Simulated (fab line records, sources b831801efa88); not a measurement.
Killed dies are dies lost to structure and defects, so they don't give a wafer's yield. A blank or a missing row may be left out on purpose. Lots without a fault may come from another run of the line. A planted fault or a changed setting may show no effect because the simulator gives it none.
Chamber matching | flow sky130 | SKY_METAL4_ETCH_17 on rie_diel-04: 4 sister chambers
The step etches SiO2 in C4F8/O2/Ar, stops on TiN, time 3.9 s, target depth 15 nm. 30 wafers are shown with their chamber, then 12 later ones without.

WAFERS WITH THEIR CHAMBER
wafer  | chamber | oes_product_au (a.u.)
L076.2 | 2       | 0.753
L076.4 | 0       | 0.753
L076.6 | 1       | 0.764
L077.1 | 0       | 0.750
L077.2 | 2       | 0.764
L077.3 | 1       | 0.759
L080.2 | 0       | 0.751
L080.3 | 1       | 0.763
L080.4 | 3       | 0.758
L081.1 | 1       | 0.751
L081.3 | 3       | 0.747
L081.4 | 2       | 0.757
L085.1 | 2       | 0.739
L085.4 | 3       | 0.758
L085.5 | 0       | 0.758
L089.1 | 2       | 0.754
L089.2 | 1       | 0.754
L089.3 | 0       | 0.742
L089.4 | 3       | 0.760
L089.5 | 1       | 0.754
L089.6 | 0       | 0.748
L090.1 | 1       | 0.744
L090.2 | 0       | 0.749
L090.3 | 2       | 0.758
L090.4 | 3       | 0.760
L090.5 | 2       | 0.754
L090.6 | 3       | 0.748
L092.1 | 0       | 0.746
L092.3 | 1       | 0.761
L092.4 | 2       | 0.760

SIGNATURES (means of the wafers above)
reading        | chamber 0 | chamber 1 | chamber 2 | chamber 3 | scatter within a chamber
oes_product_au | 0.74962   | 0.75625   | 0.75487   | 0.75517   | 0.00633
Rule: a wafer's distance from a chamber is the root of the sum, over the readings, of the square of ((its reading less the chamber's mean) divided by the reading's scatter). The wafer belongs to the nearest chamber; if the next one is less than 2 further off, it can't be placed. The scatter: the root of (the sum of the squares of (reading less its chamber's mean) over the shown wafers, divided by (wafers less chambers)).

WAFERS WITHOUT THEIR CHAMBER
wafer  | oes_product_au (a.u.)
L093.2 | 0.749
L093.3 | 0.748
L093.4 | 0.758
L096.1 | 0.758
L096.2 | 0.747
L096.3 | 0.755
L096.4 | 0.761
L096.5 | 0.750
L096.6 | 0.753
L097.1 | 0.752
L097.4 | 0.751
L097.6 | 0.753

WHICH CHAMBER EACH WENT THROUGH
wafer  | from the rows above               | in truth
L093.2 | can't be placed: 0 or 2 or 3 or 1 | 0
L093.3 | can't be placed: 0 or 2 or 3 or 1 | 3
L093.4 | can't be placed: 1 or 3 or 2 or 0 | 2
L096.1 | can't be placed: 1 or 3 or 2 or 0 | 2
L096.2 | can't be placed: 0 or 2 or 3 or 1 | 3
L096.3 | can't be placed: 2 or 3 or 1 or 0 | 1
L096.4 | can't be placed: 1 or 3 or 2 or 0 | 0
L096.5 | can't be placed: 0 or 2 or 3 or 1 | 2
L096.6 | can't be placed: 2 or 3 or 1 or 0 | 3
L097.1 | can't be placed: 0 or 2 or 3 or 1 | 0
L097.4 | can't be placed: 0 or 2 or 3 or 1 | 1
L097.6 | can't be placed: 2 or 3 or 1 or 0 | 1
Placed correctly: 0 of 12. Can't be placed from these rows: 12 (the true chamber is among the candidates in 12). Placed wrongly: 0.
